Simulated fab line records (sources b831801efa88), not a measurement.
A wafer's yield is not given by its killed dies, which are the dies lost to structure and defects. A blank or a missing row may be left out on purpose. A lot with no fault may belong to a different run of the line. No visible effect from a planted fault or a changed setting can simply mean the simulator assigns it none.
fab line records    flow sky130
[record] lots = 14  wafers = 42  last-day = 50
route steps=708 shown GATE_OXIDE@203 PAD_OPEN@708
lots with no fault: from the same line, run without faults
start-h: the number of hours between the record's first day and the start of the first shown wafer of the lot    wait-h: hours elapsed since this lot's preceding step    " the same as in the row above    L1.1+2: several wafers, shown together as one row    - either no value or no given start    * or withheld: withheld    < > ~ a bound
route shown NAME@n: names a module that has steps shown in the file, with the first one's number in the route    usual: mean and standard deviation over wafers with no fault    same: alike in all rows    chamber/n: place in a boat    sites: the reading at each site    _std_site: standard deviation of those values    _edge_site: inner sites' mean taken away from outer sites' mean    radius-mm: how far each site lies from the wafer's centre    mask NAME#n: copy n    behind: the most recent tool/chamber to have shaped the wafer    hold: cause of the lot's hold/its duration in hours/its outcome    device: the n, p or np transistor that did not switch    end of line: the same wafers' tests at the end of the route    a step without rows: its recipe alone    killed: at the first sort, the dies lost to defects and structure; wafer yield is something else    map: a wafer's dies, x killed, . not, _ none there
set.NAME: the setting the step ran with; set.NAME@STEP: the setting that earlier step ran with    model.NAME: the simulator's own value behind a step, which no gauge read
steps of the route over a sample of lots; a table a step, a row a wafer
services: a tool's chamber out of use, with start hour (start-h, from the record's first day; less than 0 if before it), hours out, and reason
[[steps]]
[step SKY_GATE_OXIDE_OXIDATION_16]
[recipe] temp-c = 800  ambient = O2  idle-temp-c = 700  ramp-up-c-per-min = 10  ramp-down-c-per-min = 3  stabilise-s = 600  purge-s = 300  target-thk-a = 35.7  ox-time-s = 1915
[usual] spike-tc-centre-C = 800.0/2  spike-tc-lower-C = 800.9/1.3  zone-power-centre-pct = 14.2/0.59  zone-power-lower-pct = 16.6/1.5  zone-power-top-pct = 23.63/0.27
lot.wafer  tool        chamber  start-h  wait-h  spike-tc-centre-C  spike-tc-lower-C  zone-power-centre-pct  zone-power-lower-pct  zone-power-top-pct
L621.4     furnace-02  0        308.72   0.3     801.7              801.1             14.7                   17.9                  24.03
L621.5     "           0        "        "       802.4              801.0             14.6                   18.1                  23.45
L621.6     "           0        "        "       802.0              800.5             14.8                   17.8                  23.93
L622.1     furnace-02  0        319.56   0.0     801.3              800.8             14.6                   17.7                  24.01
L622.4     "           0        "        "       800.0              801.8             14.8                   17.9                  23.81
L622.5     "           0        "        "       801.1              800.5             14.5                   18.1                  23.74
L623.1     furnace-01  0        319.70   0.0     796.0              802.3             13.6                   14.8                  23.72
L623.5     "           0        "        "       797.9              800.9             13.4                   14.8                  23.23
L623.6     "           0        "        "       798.7              801.4             13.4                   14.9                  23.65
L624.1     furnace-01  0        332.92   1.3     800.8              802.6             13.5                   14.6                  23.74
L624.3     "           0        "        "       797.2              800.6             13.7                   14.6                  23.44
L624.5     "           0        "        "       800.1              803.8             13.6                   14.7                  23.46
L628.2     furnace-01  0        366.53   1.5     793.4              846.5             7.4                    29.6                  23.03
L628.3     "           0        "        "       792.3              848.8             7.5                    29.1                  23.58
L628.4     "           0        "        "       793.5              847.5             7.3                    29.9                  22.97
L629.3     furnace-01  0        375.08   1.9     791.0              846.1             7.4                    29.5                  23.47
L629.4     "           0        "        "       793.3              849.1             7.4                    30.0                  23.18
L629.6     "           0        "        "       793.1              847.2             7.3                    30.2                  23.40
L630.1     furnace-02  0        385.65   2.3     802.4              799.3             14.8                   17.8                  24.31
L630.2     "           0        "        "       800.6              800.6             14.7                   18.0                  23.95
L630.3     "           0        "        "       799.9              798.3             14.7                   18.0                  23.38
L636.2     furnace-02  0        437.67   0.3     800.4              800.0             14.7                   17.6                  23.78
L636.4     "           0        "        "       801.3              799.7             14.6                   17.6                  23.80
L636.6     "           0        "        "       802.2              799.7             14.6                   17.8                  23.73
L638.1     furnace-01  0        458.19   1.1     799.7              803.3             13.5                   14.9                  23.51
L638.4     "           0        "        "       798.1              801.4             13.8                   15.0                  23.70
L638.6     "           0        "        "       797.0              801.5             13.6                   14.9                  23.59
L640.2     furnace-01  0        468.14   0.6     799.1              800.8             13.3                   14.6                  23.68
L640.4     "           0        "        "       798.3              803.5             13.7                   14.6                  23.29
L640.5     "           0        "        "       796.2              801.5             13.6                   14.7                  23.34
L641.1     furnace-01  0        481.29   0.0     797.4              801.3             13.5                   14.8                  23.63
L641.3     "           0        "        "       797.4              800.2             13.4                   14.8                  23.57
L641.4     "           0        "        "       799.2              801.8             13.5                   14.5                  23.35
L642.4     furnace-02  0        489.70   0.0     802.9              799.3             14.6                   17.6                  23.74
L642.5     "           0        "        "       803.1              801.8             14.6                   18.2                  23.90
L642.6     "           0        "        "       802.6              800.1             14.9                   18.1                  23.79
L643.1     furnace-02  0        496.94   0.0     800.9              801.2             14.8                   17.6                  23.79
L643.4     "           0        "        "       802.1              799.4             14.6                   17.8                  23.63
L643.6     "           0        "        "       801.5              800.1             14.7                   18.2                  23.50
L644.1     furnace-02  0        502.99   0.0     802.3              799.4             14.8                   17.9                  23.93
L644.4     "           0        "        "       802.0              801.0             14.4                   18.0                  23.57
L644.6     "           0        "        "       802.8              800.6             14.7                   17.8                  23.59
[step SKY_PAD_OPEN_PROBE_99]
[usual] killed_at_M0_to_M3 = 42/7.3  killed_at_M4_up = 3.2/1.8  killed-at-contacts = 25/5.2  killed-at-front-end = 15/4.6  killed-at-other = 0.3/0.62  killed-dies = 85/9.9  killed-open = 46/7.1  killed-short = 38/5.7
[same] gross-dies = 492  killed-at-back-side = 0
lot.wafer  tool       chamber  start-h  wait-h  killed_at_M0_to_M3  killed_at_M4_up  killed-at-contacts  killed-at-front-end  killed-at-other  killed-dies  killed-open  killed-short
L638.1     prober-01  -        1173.78  0.1     36                  3                28                  21                   0                88           50           38
L638.4     prober-01  -        1173.93  0.2     50                  7                25                  11                   0                93           51           42
L638.6     prober-01  -        1174.03  0.2     42                  7                30                  13                   0                92           46           46
// killed by level:class
L638.1 CONTACT:geometric-particle:open=11 LI_CONTACT:geometric-particle:open=7 VIA1:geometric-particle:open=7 POLY_GATE:geometric-particle:open=5 POLY_GATE:geometric-particle:short=5 CONTACT:geometric-particle:short=5 METAL2:geometric-particle:short=5 VIA3:geometric-particle:open=5
L638.4 VIA1:geometric-particle:open=12 CONTACT:geometric-particle:open=10 METAL1:geometric-particle:short=10 LI_CONTACT:geometric-particle:open=8 FIELD_ISO:geometric-particle:open=6 VIA3:geometric-particle:open=6 METAL4:geometric-particle:short=6 LOCAL_INTERCONNECT:geometric-particle:short=5
L638.6 LI_CONTACT:geometric-particle:open=9 CONTACT:geometric-particle:open=8 VIA1:geometric-particle:open=8 POLY_GATE:geometric-particle:open=6 LOCAL_INTERCONNECT:geometric-particle:short=6 METAL2:geometric-particle:short=6 VIA3:geometric-particle:open=6 METAL4:geometric-particle:short=5
[[services]]
tool        chamber  start-h  hours  kind
furnace-01  -        361.81   3.5    pm
furnace-02  -        365.94   5.5    pm
furnace-02  -        408.31   4.1    pm
furnace-01  -        413.93   4.3    pm
furnace-02  -        485.71   1.5    repair
[[key]]
[first-sign] step = SKY_GATE_OXIDE_OXIDATION_16  reading = spike-tc-lower-C  direction = up  sigmas = 36  usual = 800.9  struck = 847.5
[effect] step = SKY_GATE_OXIDE_OXIDATION_16  reading = zone-power-centre-pct  direction = down  sigmas = 12  usual = 14.2  struck = 7.4
met-at SKY_GATE_OXIDE_OXIDATION_16
struck-lots L628,L629
tester-left-out L628,L629
onset-between 332.92 366.53
[fault] kind = process-parameter-drift  tool = furnace-01  chamber = -  onset-h = 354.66  steps = SKY_GATE_OXIDE_OXIDATION_16  channel = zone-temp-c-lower  offset = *  shape = step  end-h = 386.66
// tester-left-out: of these lots the tester's yield and bins aren't shown, on N5 and GAA mostly nor the transistor test; their killed dies are dies lost to structure and defects alone, not to doping, threshold or leakage, so they don't give the yield
